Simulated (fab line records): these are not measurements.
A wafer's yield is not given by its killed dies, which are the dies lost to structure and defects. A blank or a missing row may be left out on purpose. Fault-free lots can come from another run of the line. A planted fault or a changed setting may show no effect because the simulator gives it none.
Struck lot and sound lot, side by side | flow sky130 | 17 out of 708 route steps
Sound: the wafers L325.1, L325.3, L325.5. Wafers struck: L330.2, L330.3, L330.6. At the end, the cause is stated.
For every step that has rows: the tool of each side, followed by ch and its chambers, followed by its first start. Under that, the readings that differ: sound wafers | struck wafers | difference of the means | sigmas: that difference in standard deviations of wafers without a fault.
alike: a reading whose means differ by less than 2 such deviations, as well as words and numbers matching on both sides. not compared: withheld readings; readings where some wafer has no value; bounds like >300 that might hide an equal value; numbers whose values overlap and for which the record gives no deviation.
The two part at a step that has a row with sigmas, a row that says differs or no value, or rows on one side only. Numbers that don't overlap but have no deviation are shown without sigmas and don't part them. A reading that every wafer of one side lacks parts them only if that side has two wafers or more.

first, 2 steps without rows for these wafers: SKY_NWELL_IMPLANT_12; SKY_NWELL_IMPLANT_13.
SKY_NWELL_STRIP_14: strips in O2/N2.
  sound on plasmaAsher-02 ch 0,1, day 4 21:28; struck on plasmaAsher-03 ch 1, day 6 00:16
  alike: drypumpMotorCurrentA, oesProductAu, stripTimeToEndpointS
  not compared: rfHoursCounterH
SKY_NWELL_TW_MEAS_15:
  struck on filmMetro-04, day 6 00:22; sound on filmMetro-04, day 4 21:34
  alike: NWELL_TW
then, 7 steps without rows for these wafers: SKY_NWELL_DEHYDRATE_16 (time 60 s); SKY_NWELL_HMDS_17 (prime time 60 s); SKY_NWELL_COAT_18 (resist thk 3000 nm); SKY_NWELL_SOFTBAKE_19; SKY_NWELL_EXPOSE_20 (exposes mask NWM COMPLEMENT, target cd 840 nm); SKY_NWELL_PEB_21; SKY_NWELL_DEVELOP_22 (develop time 60 s).
SKY_NWELL_OVL_MEAS_23:
  struck on overlay-01, day 6 18:41; sound on overlay-02, day 5 15:29
reading           | sound          | struck      | difference | sigmas
NWELL_01_OVL (nm) | -3.5 -2.6 -1.9 | 4.4 3.2 2.5 | +6.0       | +3
SKY_NWELL_IMPLANT_24:
  sound on implanter-04 ch 0, day 5 15:31; struck on implanter-01 ch 0, day 6 18:44
reading                  | sound             | struck            | difference | sigmas
implantIonAmu            | 11 11 11          | 49 49 49          | +38        | 
model.implant.drpNm (nm) | 95.47 95.47 95.47 | 44.43 44.43 44.43 | -51.04     | 
  alike: beamOnS
SKY_NWELL_STRIP_25: strips in O2/N2.
  sound on plasmaAsher-02 ch 0,1, day 5 15:40; struck on plasmaAsher-02 ch 0, day 6 18:52
  alike: drypumpMotorCurrentA, oesProductAu, stripTimeToEndpointS
  not compared: rfHoursCounterH
SKY_NWELL_TW_MEAS_26:
  struck on filmMetro-02, day 6 18:59; sound on filmMetro-04, day 5 15:46
reading    | sound       | struck      | difference | sigmas
NWELL_2_TW | 498 495 496 | 967 963 967 | +469       | +70
then, 1 step without rows for these wafers: SKY_NWELL_CLEAN_27 (cleans in SC1/SC2, time 150 s).
SKY_PAD_OPEN_PROBE_99:
  the record has rows for the sound wafers here (prober-01, day 46 05:00) and none for the struck ones

WHERE THEY PART
Last at SKY_PAD_OPEN_PROBE_99 as far as this record goes, first at SKY_NWELL_OVL_MEAS_23.

WHY: what the simulator had put in
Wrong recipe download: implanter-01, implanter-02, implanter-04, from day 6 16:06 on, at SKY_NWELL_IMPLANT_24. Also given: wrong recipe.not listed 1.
